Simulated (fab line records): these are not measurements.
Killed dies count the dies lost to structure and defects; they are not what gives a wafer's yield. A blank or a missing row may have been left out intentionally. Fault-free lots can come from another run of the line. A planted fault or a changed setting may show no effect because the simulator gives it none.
fab line records ; flow sky130
record: lots: 6; wafers: 18; last-day: 50
route steps=708 shown POLY_GATE@234 LDD_N@237 LDD_P@255 PAD_OPEN@708
lots that met no fault: taken from a fault-free run of the same line
start-h: hours from the record's first day to the start of the lot's first wafer shown ; wait-h: hours elapsed since this lot's preceding step ; " repeats the value in the row above ; L1.1+2: a single row standing in for several wafers ; - no value present, or no start provided ; * or withheld: withheld ; < > ~ a bound
route shown NAME@n: names a module that has steps shown in the file, with the first one's number in the route ; usual: mean/standard deviation taken from wafers without a fault ; same: alike in all rows ; chamber/n: place in a boat ; sites: readings site by site ; _std_site: standard deviation of those values ; _edge_site: mean of outer sites minus mean of inner sites ; radius-mm: for every site, how far away it sits from the centre of the wafer ; mask NAME#n: copy n ; behind: tool/chamber where the wafer was last shaped ; hold: the reason the lot was held/the length of the hold in hours/how it ended ; device: the n, p or np transistor that did not switch ; end of line: tests run on the same wafers once the route is complete ; a step given without rows: its recipe and nothing more ; killed: dies that structure and defects cost at the first sort, which is not the same as the wafer's yield ; map: the dies of a wafer, with x for killed, . for not killed, _ for no die there
set.NAME: setting as actually run; set.NAME@STEP: the setting as run at that earlier step ; model.NAME: the simulator's own value behind a step, which no gauge read
certain route steps with their lots: each step a table, each wafer a row
services: the hour from which a tool's chamber was out of use, counted from the record's first day as start-h (under 0 if before that day), plus the number of hours and why
== steps ==
step: SKY_POLY_GATE_OXIDATION_20
recipe: temp-c: 850; ambient: O2; stabilise-s: 600; purge-s: 300; target-thk-a: 40; ox-time-s: 899
step: SKY_POLY_GATE_THK_MEAS_21
recipe: reads: SiO2_of_POLY_GATE_OXIDATION_20
usual: POLY_GATE_OXIDATION_THK: 4.00/0.09
lot.wafer;tool;chamber;start-h;wait-h;POLY_GATE_OXIDATION_THK[nm]
L262.1;film-metro-01;-;396.46;0.0;3.98
L262.3;film-metro-01;-;396.46;0.0;3.89
L262.5;film-metro-01;-;396.46;0.0;3.94
L269.4;film-metro-01;-;456.04;0.0;4.06
L269.5;film-metro-01;-;456.04;0.0;3.92
L269.6;film-metro-01;-;456.04;0.0;4.06
L271.1;film-metro-02;-;467.52;0.0;3.78
L271.2;film-metro-02;-;467.52;0.0;3.78
L271.4;film-metro-02;-;467.52;0.0;3.85
L275.2;film-metro-04;-;498.63;0.0;4.05
L275.4;film-metro-04;-;498.63;0.0;4.06
L275.6;film-metro-04;-;498.63;0.0;4.07
L279.1;film-metro-01;-;537.83;0.0;4.15
L279.5;film-metro-01;-;537.83;0.0;4.09
L279.6;film-metro-01;-;537.83;0.0;4.07
L281.3;film-metro-02;-;550.58;0.0;3.96
L281.4;film-metro-02;-;550.58;0.0;4.03
L281.5;film-metro-02;-;550.58;0.0;4.03
step: SKY_POLY_GATE_CD_MEAS_22
usual: cd-nm: 150.7/2.1
lot.wafer;tool;chamber;start-h;wait-h;cd-nm
L262.1;cd-sem-02;-;396.52;0.1;147.0
L262.3;cd-sem-02;-;396.52;0.1;149.4
L262.5;cd-sem-02;-;396.52;0.1;149.9
L269.4;cd-sem-02;-;456.15;0.1;151.8
L269.5;cd-sem-02;-;456.15;0.1;150.0
L269.6;cd-sem-02;-;456.15;0.1;155.7
L271.1;cd-sem-02;-;467.58;0.1;152.0
L271.2;cd-sem-02;-;467.58;0.1;153.5
L271.4;cd-sem-02;-;467.58;0.1;153.9
L275.2;cd-sem-01;-;498.71;0.1;150.5
L275.4;cd-sem-01;-;498.71;0.1;151.3
L275.6;cd-sem-01;-;498.71;0.1;151.4
L279.1;cd-sem-01;-;537.89;0.1;152.0
L279.5;cd-sem-01;-;537.89;0.1;153.8
L279.6;cd-sem-01;-;537.89;0.1;149.7
L281.3;cd-sem-02;-;550.68;0.1;148.2
L281.4;cd-sem-02;-;550.68;0.1;149.3
L281.5;cd-sem-02;-;550.68;0.1;148.0
step: SKY_LDD_N_DEHYDRATE_00
recipe: temp-c: 200; time-s: 60
step: SKY_LDD_N_HMDS_01
recipe: prime-time-s: 60; prime-temp-c: 120
step: SKY_LDD_N_COAT_02
recipe: resist: NOVOLAK; spin-rpm: 3000; resist-thk-nm: 300
step: SKY_LDD_N_SOFTBAKE_03
recipe: temp-c: 90; time-s: 60; resist: NOVOLAK
step: SKY_LDD_N_EXPOSE_04
recipe: mask-id: NTM; target-cd-nm: 840; na: 0.6; source-shape: conventional; sigma-outer: 0.6; dose-mj: 110
step: SKY_LDD_N_PEB_05
recipe: temp-c: withheld; time-s: *; resist: NOVOLAK
step: SKY_LDD_N_DEVELOP_06
recipe: develop-time-s: 60; dev-temp-c: 23
step: SKY_LDD_N_OVL_MEAS_07
usual: LDD_N_OVL: 1.1/1.5
lot.wafer;tool;chamber;start-h;wait-h;LDD_N_OVL[nm]
L262.1;overlay-02;-;425.97;0.1;2.3
L262.3;overlay-02;-;425.97;0.1;2.0
L262.5;overlay-02;-;425.97;0.1;2.7
L269.4;overlay-02;-;486.53;0.1;2.8
L269.5;overlay-02;-;486.53;0.1;3.7
L269.6;overlay-02;-;486.53;0.1;3.8
L271.1;overlay-02;-;498.42;0.1;1.2
L271.2;overlay-02;-;498.42;0.1;0.7
L271.4;overlay-02;-;498.42;0.1;0.6
L275.2;overlay-02;-;529.17;0.1;2.0
L275.4;overlay-02;-;529.17;0.1;1.0
L275.6;overlay-02;-;529.17;0.1;2.0
L279.1;overlay-01;-;568.21;0.1;0.4
L279.5;overlay-01;-;568.21;0.1;0.9
L279.6;overlay-01;-;568.21;0.1;0.1
L281.3;overlay-01;-;580.08;0.1;-0.2
L281.4;overlay-01;-;580.08;0.1;2.8
L281.5;overlay-01;-;580.08;0.1;0.0
step: SKY_LDD_N_IMPLANT_08
recipe: species: As; energy-kev: 20; dose-cm2: 7.5e+13; tilt-deg: withheld; rotation-deg: 23
step: SKY_LDD_N_IMPLANT_09
recipe: species: As; energy-kev: 20; dose-cm2: 7.5e+13; tilt-deg: withheld; rotation-deg: 113
usual: beam-energy-keV: 20.002/0.0062
same: implant-ion-amu: 75
lot.wafer;tool;chamber;start-h;wait-h;beam-energy-keV
L262.1;implanter-01;0;426.16;0.1;20.012
L262.3;implanter-01;0;426.16;0.1;20.002
L262.5;implanter-01;0;426.16;0.1;20.004
L269.4;implanter-03;0;486.78;0.1;20.010
L269.5;implanter-03;0;486.78;0.1;20.002
L269.6;implanter-03;0;486.78;0.1;20.002
L271.1;implanter-02;0;498.61;0.1;19.994
L271.2;implanter-02;0;498.61;0.1;20.013
L271.4;implanter-02;0;498.61;0.1;20.008
L271.1;implanter-02;0;498.92;0.3;19.993
L271.2;implanter-02;0;498.92;0.3;20.005
L271.4;implanter-02;0;498.92;0.3;20.002
L275.2;implanter-02;0;529.38;0.1;20.001
L275.4;implanter-02;0;529.38;0.1;20.003
L275.6;implanter-02;0;529.38;0.1;20.002
L275.2;implanter-02;0;529.69;0.3;20.003
L275.4;implanter-02;0;529.69;0.3;19.999
L275.6;implanter-02;0;529.69;0.3;20.007
L279.1;implanter-01;0;568.40;0.1;20.005
L279.5;implanter-01;0;568.40;0.1;19.999
L279.6;implanter-01;0;568.40;0.1;20.006
L281.3;implanter-03;0;580.36;0.1;20.002
L281.4;implanter-03;0;580.36;0.1;19.996
L281.5;implanter-03;0;580.36;0.1;20.001
step: SKY_LDD_N_IMPLANT_10
recipe: species: As; energy-kev: 20; dose-cm2: 7.5e+13; tilt-deg: withheld; rotation-deg: 203
step: SKY_LDD_N_IMPLANT_11
recipe: species: As; energy-kev: 20; dose-cm2: 7.629e+13; tilt-deg: withheld; rotation-deg: 293
step: SKY_LDD_N_IMPLANT_12
recipe: species: BF2; energy-kev: 50; dose-cm2: 5e+12; tilt-deg: 30; rotation-deg: 0
step: SKY_LDD_N_IMPLANT_13
recipe: species: BF2; energy-kev: 50; dose-cm2: 5e+12; tilt-deg: 30; rotation-deg: 90
step: SKY_LDD_N_IMPLANT_14
recipe: species: BF2; energy-kev: 50; dose-cm2: 5e+12; tilt-deg: 30; rotation-deg: 180
step: SKY_LDD_N_IMPLANT_15
recipe: species: BF2; energy-kev: 50; dose-cm2: 5e+12; tilt-deg: 30; rotation-deg: 270
step: SKY_LDD_N_STRIP_16
recipe: chemistry: O2/N2; power-w: 1400; pressure-mtorr: 1500; platen-temp-c: withheld; o2-flow-sccm: 3000; n2-flow-sccm: 300; overash-fraction: 0.5
usual: drypump-motor-current-A: 6.0/0.42; oes-product-au: 0.407/0.0044; strip-time-to-endpoint-s: 4.318/0.015
lot.wafer;tool;chamber;start-h;wait-h;drypump-motor-current-A;oes-product-au;rf-hours-counter-h;strip-time-to-endpoint-s
L262.1;plasma-asher-03;0;427.21;0.1;6.6;0.410;74;4.311
L262.3;plasma-asher-03;0;427.21;0.1;6.6;0.405;-;4.322
L262.5;plasma-asher-03;1;427.21;0.1;6.3;0.404;-;4.321
L269.4;plasma-asher-04;1;487.78;0.1;5.4;0.407;-;4.282
L269.5;plasma-asher-04;0;487.78;0.1;5.5;0.407;-;4.302
L269.6;plasma-asher-04;1;487.78;0.1;5.4;0.400;-;4.290
L271.1;plasma-asher-04;0;499.97;0.1;5.5;0.408;38;4.546
L271.2;plasma-asher-04;1;499.97;0.1;5.4;0.403;38;4.562
L271.4;plasma-asher-04;0;499.97;0.1;5.5;0.410;-;4.525
L275.2;plasma-asher-02;1;530.72;0.1;6.0;0.407;67;4.518
L275.4;plasma-asher-02;0;530.72;0.1;6.2;0.408;-;4.518
L275.6;plasma-asher-02;0;530.72;0.1;6.2;0.415;-;4.516
L279.1;plasma-asher-04;1;569.45;0.1;5.4;0.403;45;4.307
L279.5;plasma-asher-04;0;569.45;0.1;5.5;0.405;-;4.313
L279.6;plasma-asher-04;1;569.45;0.1;5.4;0.404;-;4.303
L281.3;plasma-asher-03;0;581.39;0.1;6.6;0.408;-;4.305
L281.4;plasma-asher-03;1;581.39;0.1;6.3;0.405;-;4.316
L281.5;plasma-asher-03;1;581.39;0.1;6.3;0.409;-;4.334
step: SKY_LDD_N_TW_MEAS_17
usual: LDD_N_TW: 2567/24
lot.wafer;tool;chamber;start-h;wait-h;LDD_N_TW
L262.1;film-metro-01;-;427.31;0.1;2577
L262.3;film-metro-01;-;427.31;0.1;2581
L262.5;film-metro-01;-;427.31;0.1;2576
L269.4;film-metro-01;-;487.88;0.1;2584
L269.5;film-metro-01;-;487.88;0.1;2578
L269.6;film-metro-01;-;487.88;0.1;2591
L271.1;film-metro-03;-;500.07;0.1;2649
L271.2;film-metro-03;-;500.07;0.1;2630
L271.4;film-metro-03;-;500.07;0.1;2655
L275.2;film-metro-02;-;530.83;0.1;2699
L275.4;film-metro-02;-;530.83;0.1;2702
L275.6;film-metro-02;-;530.83;0.1;2700
L275.2;film-metro-02;-;531.06;0.2;2694
L275.4;film-metro-02;-;531.06;0.2;2697
L275.6;film-metro-02;-;531.06;0.2;2678
L279.1;film-metro-03;-;569.55;0.1;2524
L279.5;film-metro-03;-;569.55;0.1;2516
L279.6;film-metro-03;-;569.55;0.1;2520
L281.3;film-metro-01;-;581.48;0.1;2595
L281.4;film-metro-01;-;581.48;0.1;2579
L281.5;film-metro-01;-;581.48;0.1;2602
step: SKY_LDD_P_DEHYDRATE_00
recipe: temp-c: 200; time-s: 60
step: SKY_PAD_OPEN_PROBE_99
usual: killed_at_M0_to_M3: 44/7.1; killed_at_M4_up: 3/1.6; killed-at-contacts: 24/5.4; killed-at-front-end: 15/4.7; killed-at-other: 0.3/0.51; killed-dies: 87/9.9; killed-open: 48/7.6; killed-short: 39/6.3
same: gross-dies: 492; killed-at-back-side: 0
lot.wafer;tool;chamber;start-h;wait-h;killed_at_M0_to_M3;killed_at_M4_up;killed-at-contacts;killed-at-front-end;killed-at-other;killed-dies;killed-open;killed-short;model.etest.tip-n.rs-ohm-sq
L262.1;prober-01;-;1092.58;0.1;45;2;21;13;0;81;41;40;448.4
L262.3;prober-01;-;1092.68;0.2;44;3;23;13;1;84;43;41;448.5
L262.5;prober-01;-;1092.78;0.2;44;3;29;7;0;83;44;39;449.6
L269.4;prober-01;-;1134.35;0.2;41;3;36;11;1;92;57;35;445.9
L269.5;prober-01;-;1134.40;0.2;53;6;32;11;0;102;46;56;440.4
L269.6;prober-01;-;1134.45;0.2;39;3;29;9;0;80;55;25;442.9
L271.1;prober-02;-;1137.99;0.1;49;5;25;18;0;97;54;43;382.4
L271.2;prober-02;-;1138.04;0.1;43;3;31;23;1;101;56;45;380.7
L271.4;prober-02;-;1138.14;0.2;59;1;29;11;1;101;53;48;380.1
L275.2;prober-02;-;1158.08;0.1;46;4;37;18;1;106;60;46;388.6
L275.4;prober-02;-;1158.18;0.2;28;2;21;20;0;71;41;30;385.8
L275.6;prober-02;-;1158.28;0.2;51;3;26;10;0;90;42;48;388.4
L279.1;prober-02;-;1179.46;0.1;50;2;21;10;1;84;43;41;446.9
L279.5;prober-02;-;1179.66;0.2;47;2;29;14;0;92;64;28;444.6
L279.6;prober-02;-;1179.71;0.2;24;4;20;10;1;59;29;30;448.2
L281.3;prober-02;-;1188.74;0.2;26;3;16;17;0;62;34;28;436.5
L281.4;prober-02;-;1188.79;0.2;40;2;31;25;1;99;57;42;439.5
L281.5;prober-02;-;1188.84;0.2;40;3;25;16;0;84;44;40;436.4
killed by level:class
L262.1 VIA1:geometric-particle:short=11 VIA1:geometric-particle:open=7 LI_CONTACT:geometric-particle:open=7 CONTACT:geometric-particle:open=6 VIA3:geometric-particle:open=6 METAL2:geometric-particle:short=5 VIA2:geometric-particle:open=5 VIA2:geometric-particle:short=5
L262.3 CONTACT:geometric-particle:open=9 VIA1:geometric-particle:open=8 VIA3:geometric-particle:open=7 VIA1:geometric-particle:short=7 METAL1:geometric-particle:short=6 CONTACT:geometric-particle:short=6 VIA2:geometric-particle:open=6 LI_CONTACT:geometric-particle:open=4
L262.5 CONTACT:geometric-particle:open=10 VIA1:geometric-particle:open=9 VIA3:geometric-particle:open=7 LOCAL_INTERCONNECT:geometric-particle:short=6 METAL2:geometric-particle:short=6 VIA2:geometric-particle:open=6 CONTACT:geometric-particle:short=5 METAL1:geometric-particle:short=5
L269.4 CONTACT:geometric-particle:open=15 VIA1:geometric-particle:open=11 LI_CONTACT:geometric-particle:open=9 VIA1:geometric-particle:short=8 VIA2:geometric-particle:open=6 METAL1:geometric-particle:short=5 LOCAL_INTERCONNECT:geometric-particle:short=4 CONTACT:geometric-particle:short=4
L269.5 VIA1:geometric-particle:open=15 CONTACT:geometric-particle:short=10 VIA1:geometric-particle:short=9 VIA2:geometric-particle:open=9 LI_CONTACT:geometric-particle:open=8 FIELD_ISO:geometric-particle:short=6 LOCAL_INTERCONNECT:geometric-particle:short=6 CONTACT:geometric-particle:open=6
L269.6 CONTACT:geometric-particle:open=11 VIA2:geometric-particle:open=10 METAL1:geometric-particle:short=7 LOCAL_INTERCONNECT:geometric-particle:open=6 LI_CONTACT:geometric-particle:open=5 VIA1:geometric-particle:open=5 VIA3:geometric-particle:open=5 CONTACT:geometric-particle:short=4
L271.1 VIA1:geometric-particle:open=12 POLY_GATE:geometric-particle:open=7 LI_CONTACT:geometric-particle:open=7 VIA2:geometric-particle:open=7 VIA3:geometric-particle:open=7 METAL2:geometric-particle:short=6 CONTACT:geometric-particle:short=6 CONTACT:geometric-particle:open=6
L271.2 VIA1:geometric-particle:open=16 CONTACT:geometric-particle:open=14 FIELD_ISO:geometric-particle:short=6 VIA1:geometric-particle:short=6 LI_CONTACT:geometric-particle:open=6 CONTACT:geometric-particle:short=6 FIELD_ISO:geometric-particle:open=5 POLY_GATE:geometric-particle:short=5
L271.4 VIA1:geometric-particle:open=15 VIA1:geometric-particle:short=12 LI_CONTACT:geometric-particle:open=9 CONTACT:geometric-particle:open=8 VIA3:geometric-particle:open=7 VIA2:geometric-particle:open=7 METAL2:geometric-particle:short=6 LOCAL_INTERCONNECT:geometric-particle:short=5
L275.2 CONTACT:geometric-particle:open=13 VIA3:geometric-particle:open=9 LI_CONTACT:geometric-particle:open=9 LOCAL_INTERCONNECT:geometric-particle:short=7 METAL1:geometric-particle:short=7 VIA1:geometric-particle:open=7 VIA1:geometric-particle:short=6 VIA2:geometric-particle:open=6
L275.4 CONTACT:geometric-particle:open=9 FIELD_ISO:geometric-particle:open=7 VIA2:geometric-particle:open=7 VIA3:geometric-particle:open=5 POLY_GATE:geometric-particle:short=4 LI_CONTACT:geometric-particle:open=4 POLY_GATE:geometric-particle:open=3 SPACER:geometric-particle:short=3
L275.6 METAL1:geometric-particle:short=11 VIA1:geometric-particle:open=9 VIA3:geometric-particle:open=9 CONTACT:geometric-particle:open=8 VIA3:geometric-particle:short=6 CONTACT:geometric-particle:short=5 LI_CONTACT:geometric-particle:open=5 LI_CONTACT:geometric-particle:short=4
L279.1 VIA1:geometric-particle:open=11 VIA2:geometric-particle:open=8 METAL1:geometric-particle:short=7 VIA1:geometric-particle:short=7 LI_CONTACT:geometric-particle:open=6 LOCAL_INTERCONNECT:geometric-particle:short=6 VIA3:geometric-particle:open=5 FIELD_ISO:geometric-particle:short=4
L279.5 LI_CONTACT:geometric-particle:open=15 VIA1:geometric-particle:open=12 CONTACT:geometric-particle:open=10 METAL2:geometric-particle:short=7 VIA2:geometric-particle:open=6 VIA3:geometric-particle:open=5 POLY_GATE:geometric-particle:short=4 VIA1:geometric-particle:short=4
L279.6 CONTACT:geometric-particle:open=7 CONTACT:geometric-particle:short=6 VIA2:geometric-particle:open=6 LOCAL_INTERCONNECT:geometric-particle:short=5 VIA1:geometric-particle:open=4 VIA3:geometric-particle:short=4 FIELD_ISO:geometric-particle:short=3 POLY_GATE:geometric-particle:short=3
L281.3 CONTACT:geometric-particle:open=6 POLY_GATE:geometric-particle:open=5 VIA1:geometric-particle:open=5 FIELD_ISO:geometric-particle:short=4 CONTACT:geometric-particle:short=4 VIA2:geometric-particle:open=4 VIA3:geometric-particle:open=4 FIELD_ISO:geometric-particle:open=3
L281.4 LI_CONTACT:geometric-particle:open=11 POLY_GATE:geometric-particle:open=8 VIA3:geometric-particle:open=8 VIA1:geometric-particle:open=8 LI_CONTACT:geometric-particle:short=6 CONTACT:geometric-particle:open=6 METAL2:geometric-particle:short=6 FIELD_ISO:geometric-particle:open=5
L281.5 CONTACT:geometric-particle:open=8 CONTACT:geometric-particle:short=7 VIA1:geometric-particle:open=7 METAL2:geometric-particle:short=6 VIA2:geometric-particle:open=6 FIELD_ISO:geometric-particle:open=5 LI_CONTACT:geometric-particle:open=5 METAL1:geometric-particle:short=5
== services ==
tool;chamber;start-h;hours;kind
implanter-02;-;408.61;8.8;pm
implanter-01;-;428.01;2.4;repair
plasma-asher-03;-;437.57;1.1;repair
implanter-02;-;441.44;4.3;pm
plasma-asher-03;-;442.62;6.7;repair
plasma-asher-03;-;466.06;1.7;repair
implanter-03;-;511.64;3.7;pm
implanter-02;-;530.40;149.4;pm
plasma-asher-03;-;532.71;5.9;repair
implanter-01;-;563.43;3.1;repair
implanter-03;-;576.57;1.5;repair
implanter-01;-;577.84;4.4;repair
== key ==
first-sign: step: SKY_LDD_N_IMPLANT_09; reading: visit; direction: added
effect: step: SKY_LDD_N_STRIP_16; reading: strip-time-to-endpoint-s; direction: up; sigmas: 14; usual: *; struck: *
effect: step: SKY_LDD_N_TW_MEAS_17; reading: visit; direction: added
model-effect: step: SKY_PAD_OPEN_PROBE_99; value: etest.tip-n.rs-ohm-sq; without: 437.3; struck: 384.3
met-at SKY_LDD_N_IMPLANT_09
struck-wafers L271.1,L271.2,L271.4,L275.2,L275.4,L275.6
tester-left-out L271,L275
fault: kind: repeated-step-whole; tool: implanter-01,implanter-02,implanter-03; chamber: -; onset-h: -; steps: SKY_LDD_N_IMPLANT_09; times: 1; scope: struck-lots-only
tester-left-out: of these lots the tester's yield and bins aren't shown, on N5 and GAA mostly nor the transistor test; their killed dies are dies lost to structure and defects alone, not to doping, threshold or leakage, so they don't give the yield
